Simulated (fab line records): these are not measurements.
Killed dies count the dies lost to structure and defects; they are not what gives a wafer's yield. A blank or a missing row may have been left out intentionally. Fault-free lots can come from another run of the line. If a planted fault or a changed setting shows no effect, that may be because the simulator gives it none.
fab line records + flow sky130
[record]
- lots = 12
- wafers = 36
- last-day = 50
route steps=708 shown VIA3@575 METAL4@598 CAP2M@615 VIA4@639 PAD_OPEN@708
lots that met no fault: taken from a fault-free run of the same line
start-h: start of the lot's first displayed wafer, in hours after the record's first day + wait-h: time in hours since the lot's previous step + " same as the row above + L1.1+2: one row covering several wafers at once + - value missing, or start not given + * or withheld: withheld + < > ~ a bound
route shown NAME@n: names a module that has steps shown in the file, with the first one's number in the route + usual: mean/standard deviation of fault-free wafers + same: alike in all rows + chamber/n: place in a boat + sites: readings site by site + _std_site: standard deviation of those values + _edge_site: the outer-site mean with the inner-site mean subtracted + radius-mm: for every site, how far away it sits from the centre of the wafer + mask NAME#n: copy n + behind: the most recent tool/chamber to have shaped the wafer + hold: the reason the lot was held/the length of the hold in hours/how it ended + device: names the non-switching transistor (n, p or np) + end of line: the route-end tests of the same wafers + step lacking rows: just its recipe + killed: not the wafer's yield, but the dies lost to structure and defects at the first sort + map: the dies of a wafer, with x for killed, . for not killed, _ for no die there
set.NAME: the setting the step ran with; set.NAME@STEP: the setting that earlier step ran with + model.NAME: the simulator's own value behind a step, which no gauge read
route steps across a sampled set of lots; one table per step, one row per wafer
services: a tool's chamber out of use, with start hour (start-h, from the record's first day; less than 0 if before it), hours out, and reason
[[steps]]
[step SKY_VIA3_CMP_02]
[recipe]
- material = SiO2
- down-force-psi = 4
- platen-rpm = 60
- pad-velocity-m-s = 0.94248
[usual]
- motor-current-A = 12.3/1
- platen-rpm = 60.01/0.034
- slurry-filter-dp-kPa = 13.50/0.13
| lot.wafer | tool   | chamber | start-h | wait-h | motor-current-A | platen-rpm | slurry-filter-dp-kPa |
|-----------|--------|---------|---------|--------|-----------------|------------|----------------------|
| L808.4    | cmp-02 | 1       | 916.50  | 0.2    | 14.0            | 60.01      | 13.75                |
| L808.5    | "      | 2       | "       | "      | 13.4            | 59.97      | 13.26                |
| L808.6    | "      | 3       | "       | "      | 11.7            | 59.99      | 13.32                |
| L811.1    | cmp-02 | 2       | 941.26  | 0.2    | 13.3            | 59.99      | 13.68                |
| L811.2    | "      | 3       | "       | "      | 12.3            | 59.99      | 13.66                |
| L811.3    | "      | 0       | "       | "      | 10.3            | 60.02      | 13.55                |
| L812.3    | cmp-02 | 1       | 943.37  | 0.1    | 14.0            | 59.96      | 13.41                |
| L812.2    | "      | 3       | "       | "      | 12.1            | 60.00      | 13.62                |
| L812.6    | "      | 2       | "       | "      | 12.8            | 60.08      | 13.40                |
| L813.3    | cmp-01 | 1       | 954.58  | 0.0    | 12.3            | 59.97      | 13.38                |
| L813.1    | "      | 2       | "       | "      | 11.1            | 59.93      | 13.35                |
| L813.6    | "      | 2       | "       | "      | 11.9            | 59.96      | 13.55                |
| L815.4    | cmp-01 | 2       | 964.71  | 0.0    | 11.6            | 59.98      | 13.68                |
| L815.6    | "      | 2       | "       | "      | 11.4            | 59.95      | 13.63                |
| L815.5    | "      | 3       | "       | "      | 12.2            | 60.01      | 13.54                |
| L816.2    | cmp-01 | 0       | 970.60  | 0.1    | 11.7            | 60.00      | 13.31                |
| L816.3    | "      | 1       | "       | "      | 12.8            | 59.93      | 13.35                |
| L816.1    | "      | 2       | "       | "      | 11.1            | 60.00      | 13.47                |
| L817.3    | cmp-01 | 2       | 976.68  | 0.2    | 11.4            | 60.01      | 13.45                |
| L817.6    | "      | 3       | "       | "      | 11.9            | 59.99      | 13.54                |
| L817.5    | "      | 0       | "       | "      | 12.1            | 60.01      | 13.62                |
| L818.1    | cmp-02 | 1       | 985.93  | 0.1    | 14.1            | 59.99      | 13.43                |
| L818.2    | "      | 2       | "       | "      | 13.8            | 59.99      | 13.34                |
| L818.5    | "      | 0       | "       | "      | 10.6            | 60.07      | 13.59                |
| L819.2    | cmp-01 | 1       | 990.77  | 0.0    | 12.4            | 59.98      | 13.73                |
| L819.1    | "      | 0       | "       | "      | 12.7            | 60.05      | 13.26                |
| L819.5    | "      | 1       | "       | "      | 11.6            | 59.98      | 13.44                |
| L820.4    | cmp-01 | 1       | 997.17  | 0.0    | 11.9            | 59.98      | 13.56                |
| L820.3    | "      | 2       | "       | "      | 11.1            | 60.00      | 13.37                |
| L820.6    | "      | 2       | "       | "      | 11.7            | 60.00      | 13.44                |
| L829.3    | cmp-01 | 3       | 1060.68 | 0.0    | 12.6            | 60.01      | 13.57                |
| L829.1    | "      | 0       | "       | "      | 12.0            | 60.00      | 13.51                |
| L829.2    | "      | 2       | "       | "      | 11.4            | 60.01      | 13.57                |
| L830.4    | cmp-01 | 3       | 1069.56 | 0.1    | 12.2            | 60.02      | 13.27                |
| L830.3    | "      | 0       | "       | "      | 11.5            | 60.09      | 13.61                |
| L830.6    | "      | 2       | "       | "      | 11.1            | 59.97      | 13.42                |
[step SKY_METAL4_SPUTTER_00]
[recipe]
- material = Ti
- target-thk-nm = 15
- power-w = 3000
- time-s = 10
- chamber-pressure-pa = 0.4
[usual]
- throttle-valve-pct = 30.2/0.72
| lot.wafer | tool           | chamber | start-h | wait-h | throttle-valve-pct |
|-----------|----------------|---------|---------|--------|--------------------|
| L808.4    | pvd-sputter-03 | -       | 943.00  | 0.1    | 30.3               |
| L808.5    | "              | -       | "       | "      | 29.4               |
| L808.6    | "              | -       | "       | "      | 30.3               |
| L811.1    | pvd-sputter-04 | -       | 967.28  | 0.2    | 31.7               |
| L811.2    | "              | -       | "       | "      | 30.3               |
| L811.3    | "              | -       | "       | "      | 29.6               |
| L812.2    | pvd-sputter-03 | -       | 968.99  | 0.1    | 29.9               |
| L812.3    | "              | -       | "       | "      | 29.9               |
| L812.6    | "              | -       | "       | "      | 30.9               |
| L813.1    | pvd-sputter-04 | -       | 980.48  | 0.1    | 31.8               |
| L813.3    | "              | -       | "       | "      | 30.1               |
| L813.6    | "              | -       | "       | "      | 30.1               |
| L815.4    | pvd-sputter-04 | -       | 990.44  | 0.2    | 30.0               |
| L815.5    | "              | -       | "       | "      | 31.5               |
| L815.6    | "              | -       | "       | "      | 29.7               |
| L816.1    | pvd-sputter-04 | -       | 996.69  | 0.2    | 31.6               |
| L816.2    | "              | -       | "       | "      | 29.3               |
| L816.3    | "              | -       | "       | "      | 29.8               |
| L817.3    | pvd-sputter-03 | -       | 1001.73 | 0.2    | 30.2               |
| L817.5    | "              | -       | "       | "      | 29.5               |
| L817.6    | "              | -       | "       | "      | 30.8               |
| L818.1    | pvd-sputter-04 | -       | 1010.92 | 0.1    | 29.5               |
| L818.2    | "              | -       | "       | "      | 30.2               |
| L818.5    | "              | -       | "       | "      | 31.8               |
| L819.1    | pvd-sputter-04 | -       | 1015.79 | 0.2    | 30.1               |
| L819.2    | "              | -       | "       | "      | 29.4               |
| L819.5    | "              | -       | "       | "      | 30.1               |
| L820.3    | pvd-sputter-03 | -       | 1022.46 | 0.1    | 30.2               |
| L820.4    | "              | -       | "       | "      | 30.1               |
| L820.6    | "              | -       | "       | "      | 29.8               |
| L829.1    | pvd-sputter-04 | -       | 1083.82 | 0.2    | 29.7               |
| L829.2    | "              | -       | "       | "      | 30.1               |
| L829.3    | "              | -       | "       | "      | 31.8               |
| L830.3    | pvd-sputter-04 | -       | 1092.49 | 0.1    | 30.0               |
| L830.4    | "              | -       | "       | "      | 31.6               |
| L830.6    | "              | -       | "       | "      | 29.4               |
[step SKY_CAP2M_OVL_MEAS_12]
[usual]
- CAP2M_OVL = 0.2/1.3
| lot.wafer | tool       | chamber | start-h | wait-h | CAP2M_OVL[nm] |
|-----------|------------|---------|---------|--------|---------------|
| L808.4    | overlay-01 | -       | 967.20  | 0.1    | -1.3          |
| L808.5    | "          | -       | "       | "      | 0.8           |
| L808.6    | "          | -       | "       | "      | -1.8          |
| L811.1    | overlay-01 | -       | 991.13  | 0.1    | -1.0          |
| L811.2    | "          | -       | "       | "      | 0.5           |
| L811.3    | "          | -       | "       | "      | 1.1           |
| L812.2    | overlay-01 | -       | 993.33  | 0.1    | -2.6          |
| L812.3    | "          | -       | "       | "      | -0.8          |
| L812.6    | "          | -       | "       | "      | -0.3          |
| L813.1    | overlay-01 | -       | 1004.48 | 0.1    | -0.5          |
| L813.3    | "          | -       | "       | "      | -0.2          |
| L813.6    | "          | -       | "       | "      | 1.8           |
| L815.4    | overlay-01 | -       | 1013.84 | 0.1    | -1.0          |
| L815.5    | "          | -       | "       | "      | -0.5          |
| L815.6    | "          | -       | "       | "      | 0.1           |
| L816.1    | overlay-02 | -       | 1019.87 | 0.1    | 0.7           |
| L816.2    | "          | -       | "       | "      | -0.1          |
| L816.3    | "          | -       | "       | "      | -0.2          |
| L817.3    | overlay-01 | -       | 1024.83 | 0.1    | -0.9          |
| L817.5    | "          | -       | "       | "      | -1.7          |
| L817.6    | "          | -       | "       | "      | -2.1          |
| L818.1    | overlay-01 | -       | 1034.13 | 0.1    | 0.5           |
| L818.2    | "          | -       | "       | "      | 0.7           |
| L818.5    | "          | -       | "       | "      | -0.7          |
| L819.1    | overlay-01 | -       | 1038.07 | 0.1    | -0.2          |
| L819.2    | "          | -       | "       | "      | -1.7          |
| L819.5    | "          | -       | "       | "      | 0.3           |
| L820.3    | overlay-02 | -       | 1044.70 | 0.1    | -0.3          |
| L820.4    | "          | -       | "       | "      | -1.0          |
| L820.6    | "          | -       | "       | "      | 0.0           |
| L829.1    | overlay-02 | -       | 1105.52 | 0.1    | -2.2          |
| L829.2    | "          | -       | "       | "      | 0.2           |
| L829.3    | "          | -       | "       | "      | 0.3           |
| L830.3    | overlay-01 | -       | 1112.90 | 0.1    | -0.9          |
| L830.4    | "          | -       | "       | "      | 0.2           |
| L830.6    | "          | -       | "       | "      | -1.3          |
[step SKY_VIA4_HDPCVD_00]
[recipe]
- material = SiO2
- target-thk-nm = 1750
- sigma-open-frac = 0.3
- time-s = 291.7
- temp-c = 400
- sih4-flow-sccm = 60
- pressure-mtorr = 6
[usual]
- pressure-mtorr = 6.000/0.012
- sih4-flow-sccm = 60.03/0.18
| lot.wafer | tool      | chamber | start-h | wait-h | pressure-mtorr | sih4-flow-sccm |
|-----------|-----------|---------|---------|--------|----------------|----------------|
| L808.4    | hdpcvd-02 | 0       | 993.03  | 0.1    | 5.994          | 59.93          |
| L808.5    | "         | 1       | "       | "      | 6.005          | 59.92          |
| L808.6    | "         | 2       | "       | "      | 6.001          | 59.60          |
| L811.1    | hdpcvd-01 | 1       | 1016.21 | 0.0    | 5.977          | 60.17          |
| L811.2    | "         | 0       | "       | "      | 6.007          | 60.22          |
| L811.3    | "         | 2       | "       | "      | 6.006          | 60.00          |
| L812.2    | hdpcvd-02 | 0       | 1018.66 | 0.0    | 5.987          | 59.97          |
| L812.3    | "         | 1       | "       | "      | 6.005          | 59.97          |
| L812.6    | "         | 1       | "       | "      | 6.013          | 60.27          |
| L813.1    | hdpcvd-02 | 2       | 1028.99 | 0.0    | 6.004          | 60.20          |
| L813.3    | "         | 0       | "       | "      | 5.998          | 60.06          |
| L813.6    | "         | 1       | "       | "      | 5.988          | 59.90          |
| L815.4    | hdpcvd-01 | 1       | 1038.19 | 0.1    | 6.006          | 60.06          |
| L815.5    | "         | 2       | "       | "      | 5.974          | 60.08          |
| L815.6    | "         | 0       | "       | "      | 5.999          | 59.98          |
| L816.1    | hdpcvd-01 | 0       | 1044.90 | 0.0    | 5.993          | 60.22          |
| L816.2    | "         | 1       | "       | "      | 5.990          | 60.18          |
| L816.3    | "         | 2       | "       | "      | 5.983          | 59.87          |
| L817.3    | hdpcvd-01 | 1       | 1049.00 | 0.0    | 6.000          | 60.14          |
| L817.5    | "         | 1       | "       | "      | 6.004          | 59.86          |
| L817.6    | "         | 2       | "       | "      | 5.995          | 59.66          |
| L818.1    | hdpcvd-01 | 2       | 1058.16 | 0.0    | 5.984          | 48.22          |
| L818.2    | "         | 1       | "       | "      | 5.999          | 48.08          |
| L818.5    | "         | 2       | "       | "      | 6.025          | 48.20          |
| L819.1    | hdpcvd-01 | 2       | 1061.17 | 0.0    | 6.002          | 47.98          |
| L819.2    | "         | 0       | "       | "      | 5.999          | 48.33          |
| L819.5    | "         | 0       | "       | "      | 5.996          | 48.25          |
| L820.3    | hdpcvd-01 | 2       | 1067.91 | 0.0    | 5.989          | 48.05          |
| L820.4    | "         | 2       | "       | "      | 5.980          | 48.11          |
| L820.6    | "         | 1       | "       | "      | 6.007          | 47.98          |
| L829.1    | hdpcvd-02 | 0       | 1127.80 | 0.0    | 6.003          | 60.34          |
| L829.2    | "         | 1       | "       | "      | 6.009          | 59.98          |
| L829.3    | "         | 2       | "       | "      | 6.017          | 59.84          |
| L830.3    | hdpcvd-02 | 0       | 1134.94 | 0.0    | 6.008          | 59.79          |
| L830.4    | "         | 1       | "       | "      | 5.998          | 60.19          |
| L830.6    | "         | 2       | "       | "      | 6.003          | 59.92          |
[step SKY_VIA4_THK_MEAS_01]
[recipe]
- reads = SiO2_of_VIA4_HDPCVD_00
[usual]
- VIA4_HDPCVD_THK = 1761/16
| lot.wafer | tool          | chamber | start-h | wait-h | VIA4_HDPCVD_THK[nm] |
|-----------|---------------|---------|---------|--------|---------------------|
| L808.4    | film-metro-03 | -       | 993.15  | 0.0    | 1782                |
| L808.5    | "             | -       | "       | "      | 1768                |
| L808.6    | "             | -       | "       | "      | 1777                |
| L811.1    | film-metro-03 | -       | 1016.39 | 0.1    | 1746                |
| L811.2    | "             | -       | "       | "      | 1747                |
| L811.3    | "             | -       | "       | "      | 1761                |
| L812.2    | film-metro-04 | -       | 1018.85 | 0.1    | 1737                |
| L812.3    | "             | -       | "       | "      | 1739                |
| L812.6    | "             | -       | "       | "      | 1761                |
| L813.1    | film-metro-03 | -       | 1029.17 | 0.1    | 1731                |
| L813.3    | "             | -       | "       | "      | 1756                |
| L813.6    | "             | -       | "       | "      | 1749                |
| L815.4    | film-metro-04 | -       | 1038.31 | 0.0    | 1752                |
| L815.5    | "             | -       | "       | "      | 1762                |
| L815.6    | "             | -       | "       | "      | 1754                |
| L816.1    | film-metro-03 | -       | 1045.08 | 0.1    | 1726                |
| L816.2    | "             | -       | "       | "      | 1730                |
| L816.3    | "             | -       | "       | "      | 1737                |
| L817.3    | film-metro-03 | -       | 1049.20 | 0.1    | 1755                |
| L817.5    | "             | -       | "       | "      | 1748                |
| L817.6    | "             | -       | "       | "      | 1773                |
| L818.1    | film-metro-03 | -       | 1058.34 | 0.1    | 1404                |
| L818.2    | "             | -       | "       | "      | 1414                |
| L818.5    | "             | -       | "       | "      | 1411                |
| L819.1    | film-metro-01 | -       | 1061.35 | 0.1    | 1405                |
| L819.2    | "             | -       | "       | "      | 1406                |
| L819.5    | "             | -       | "       | "      | 1412                |
| L820.3    | film-metro-04 | -       | 1068.11 | 0.1    | 1430                |
| L820.4    | "             | -       | "       | "      | 1433                |
| L820.6    | "             | -       | "       | "      | 1416                |
| L829.1    | film-metro-03 | -       | 1127.98 | 0.1    | 1769                |
| L829.2    | "             | -       | "       | "      | 1760                |
| L829.3    | "             | -       | "       | "      | 1768                |
| L830.3    | film-metro-01 | -       | 1135.14 | 0.1    | 1774                |
| L830.4    | "             | -       | "       | "      | 1781                |
| L830.6    | "             | -       | "       | "      | 1779                |
[step SKY_PAD_OPEN_PROBE_99]
[usual]
- defect-limited-yield = 82.5/2
- killed_at_M0_to_M3 = 44/7
- killed_at_M4_up = 3.4/1.7
- killed-at-contacts = 24/4.9
- killed-at-front-end = 15/4.5
- killed-at-other = 0.4/0.61
- killed-dies = 86/9.7
- killed-open = 47/7.1
- killed-short = 39/6.1
- sort_bin_3_pad_short = 0.9/0.42
- sort_bin_5_function = 10.4/1.4
- sort_bin_6_memory = 6.2/1.2
- sort-n-pass = 406/9.7
- sort-yield-pct = 82.5/2
[same]
- gross-dies = 492
- killed-at-back-side = 0
- sort_bin_4_leakage[%] = 0
- sort_bin_8_speed[%] = 0
| lot.wafer | tool      | chamber | start-h | wait-h | defect-limited-yield[%] | killed_at_M0_to_M3 | killed_at_M4_up | killed-at-contacts | killed-at-front-end | killed-at-other | killed-dies | killed-open | killed-short | sort_bin_3_pad_short[%] | sort_bin_5_function[%] | sort_bin_6_memory[%] | sort-n-pass | sort-yield-pct[%] |
|-----------|-----------|---------|---------|--------|-------------------------|--------------------|-----------------|--------------------|---------------------|-----------------|-------------|-------------|--------------|-------------------------|------------------------|----------------------|-------------|-------------------|
| L816.1    | prober-01 | -       | 1132.25 | 0.1    | 82.9                    | 41                 | 3               | 19                 | 19                  | 2               | 84          | 42          | 41           | 0.6                     | 9.8                    | 6.7                  | 408         | 82.9              |
| L816.2    | prober-01 | -       | 1132.30 | 0.1    | 79.7                    | 55                 | 2               | 20                 | 22                  | 1               | 100         | 51          | 48           | 0.8                     | 13.6                   | 5.9                  | 392         | 79.7              |
| L816.3    | prober-01 | -       | 1132.35 | 0.2    | 83.1                    | 41                 | 7               | 23                 | 12                  | 0               | 83          | 44          | 39           | 0.6                     | 10.4                   | 5.9                  | 409         | 83.1              |
| L818.1    | prober-01 | -       | 1146.21 | 0.1    | 84.3                    | 43                 | 4               | 21                 | 9                   | 0               | 77          | 48          | 29           | 0.8                     | 8.7                    | 6.1                  | 415         | 84.3              |
| L818.2    | prober-01 | -       | 1146.26 | 0.1    | 81.1                    | 41                 | 2               | 20                 | 29                  | 1               | 93          | 51          | 42           | 0.2                     | 11.6                   | 7.1                  | 399         | 81.1              |
| L818.5    | prober-01 | -       | 1146.41 | 0.2    | 81.5                    | 47                 | 6               | 20                 | 18                  | 0               | 91          | 51          | 39           | 0.6                     | 10.2                   | 7.7                  | 401         | 81.5              |
| L820.3    | prober-01 | -       | 1153.53 | 0.2    | 83.5                    | 38                 | 2               | 25                 | 16                  | 0               | 81          | 42          | 39           | 0.2                     | 11.8                   | 4.5                  | 411         | 83.5              |
| L820.4    | prober-01 | -       | 1153.58 | 0.2    | 81.9                    | 45                 | 3               | 22                 | 19                  | 0               | 89          | 47          | 42           | 0.4                     | 9.1                    | 8.5                  | 403         | 81.9              |
| L820.6    | prober-01 | -       | 1153.68 | 0.2    | 83.1                    | 44                 | 6               | 29                 | 4                   | 0               | 83          | 50          | 33           | 0.4                     | 9.8                    | 6.7                  | 409         | 83.1              |
// killed by level:class
L816.1 POLY_GATE:geometric-particle:open=8 FIELD_ISO:geometric-particle:open=7 VIA3:geometric-particle:short=7 CONTACT:geometric-particle:short=6 CONTACT:geometric-particle:open=6 METAL1:geometric-particle:short=6 VIA3:geometric-particle:open=6 METAL2:geometric-particle:short=5
L816.2 CONTACT:geometric-particle:open=12 METAL2:geometric-particle:short=10 FIELD_ISO:geometric-particle:short=7 FIELD_ISO:geometric-particle:open=7 VIA3:geometric-particle:open=7 METAL1:geometric-particle:short=7 VIA2:geometric-particle:open=7 CONTACT:geometric-particle:short=5
L816.3 VIA1:geometric-particle:open=11 CONTACT:geometric-particle:open=8 VIA3:geometric-particle:open=8 VIA1:geometric-particle:short=6 CONTACT:geometric-particle:short=5 METAL4:geometric-particle:short=5 FIELD_ISO:geometric-particle:short=4 FIELD_ISO:geometric-particle:open=4
L818.1 VIA3:geometric-particle:open=9 VIA1:geometric-particle:open=8 VIA2:geometric-particle:open=7 METAL1:geometric-particle:short=7 LI_CONTACT:geometric-particle:open=6 CONTACT:geometric-particle:open=6 CONTACT:geometric-particle:short=5 METAL2:geometric-particle:short=5
L818.2 CONTACT:geometric-particle:open=9 VIA2:geometric-particle:open=8 VIA3:geometric-particle:open=8 VIA1:geometric-particle:open=7 POLY_GATE:geometric-particle:short=6 FIELD_ISO:geometric-particle:open=5 FIELD_ISO:geometric-particle:short=5 POLY_GATE:geometric-particle:open=5
L818.5 VIA3:geometric-particle:open=10 CONTACT:geometric-particle:open=8 VIA1:geometric-particle:open=7 METAL1:geometric-particle:short=6 VIA2:geometric-particle:open=6 FIELD_ISO:geometric-particle:open=5 POLY_GATE:geometric-particle:open=5 METAL2:geometric-particle:short=5
L820.3 VIA2:geometric-particle:open=8 LOCAL_INTERCONNECT:geometric-particle:short=7 VIA1:geometric-particle:open=6 POLY_GATE:geometric-particle:open=5 CONTACT:geometric-particle:short=5 CONTACT:geometric-particle:open=5 METAL1:geometric-particle:short=5 SPACER:geometric-particle:open=4
L820.4 VIA2:geometric-particle:open=9 FIELD_ISO:geometric-particle:open=7 VIA1:geometric-particle:open=7 LOCAL_INTERCONNECT:geometric-particle:short=6 CONTACT:geometric-particle:open=6 VIA3:geometric-particle:open=6 METAL1:geometric-particle:short=5 METAL3:geometric-particle:short=5
L820.6 VIA1:geometric-particle:open=13 CONTACT:geometric-particle:open=12 VIA2:geometric-particle:open=10 CONTACT:geometric-particle:short=7 VIA3:geometric-particle:open=7 METAL4:geometric-particle:short=6 LI_CONTACT:geometric-particle:open=4 LOCAL_INTERCONNECT:geometric-particle:short=4
[[services]]
| tool           | chamber | start-h | hours | kind                           |
|----------------|---------|---------|-------|--------------------------------|
| cmp-01         | -       | 892.82  | 0.4   | repair                         |
| cmp-01         | -       | 907.14  | 7.5   | pm                             |
| cmp-02         | -       | 909.67  | 0.5   | repair                         |
| pvd-sputter-03 | -       | 911.76  | 4.0   | repair                         |
| cmp-01         | -       | 914.69  | 4.0   | pm                             |
| cmp-01         | -       | 918.69  | -     | consumable-replace:conditioner |
| cmp-01         | -       | 918.69  | -     | consumable-replace:pad         |
| cmp-01         | -       | 931.04  | 23.4  | repair                         |
| cmp-01         | -       | 941.94  | 1.1   | repair                         |
| hdpcvd-02      | -       | 950.25  | 15.0  | pm                             |
| hdpcvd-02      | -       | 982.87  | 2.8   | pm                             |
| hdpcvd-01      | -       | 990.98  | 6.0   | pm                             |
| pvd-sputter-04 | -       | 1002.12 | 4.5   | repair                         |
| pvd-sputter-04 | 2       | 1025.96 | -     | consumable-replace:kit         |
| pvd-sputter-04 | 2       | 1025.96 | 18.0  | scheduled-down                 |
| pvd-sputter-04 | 2       | 1025.96 | 18.0  | vent-cycle                     |
| hdpcvd-01      | -       | 1033.56 | 1.0   | repair                         |
| cmp-01         | -       | 1042.19 | 10.5  | pm                             |
| cmp-02         | -       | 1054.84 | 4.6   | pm                             |
| cmp-02         | -       | 1084.12 | 4.0   | pm                             |
| hdpcvd-02      | -       | 1085.94 | 1.0   | repair                         |
| pvd-sputter-04 | -       | 1093.18 | 4.2   | repair                         |
| cmp-02         | -       | 1099.61 | 0.3   | repair                         |
| cmp-02         | -       | 1100.02 | 0.6   | repair                         |
[[key]]
[first-sign]
- step = SKY_VIA4_HDPCVD_00
- reading = sih4-flow-sccm
- direction = down
- sigmas = 65
- usual = 60.03
- struck = 48.13
[effect]
- step = SKY_VIA4_THK_MEAS_01
- reading = VIA4_HDPCVD_THK
- direction = down
- sigmas = 21
- usual = 1761
- struck = 1415
met-at SKY_VIA4_HDPCVD_00
struck-lots L818,L819,L820
not-acting-at SKY_VIA3_CMP_02,SKY_METAL4_SPUTTER_00,SKY_CAP2M_OVL_MEAS_12
onset-between 1049.00 1058.16
[fault]
- kind = process-parameter-drift
- tool = hdpcvd-01
- chamber = -
- onset-h = 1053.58
- steps = SKY_VIA4_HDPCVD_00
- channel = sih4-flow-sccm
- offset = -12
- shape = step
- end-h = 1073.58
- acts-in = these-recipes-only
- stated = 60
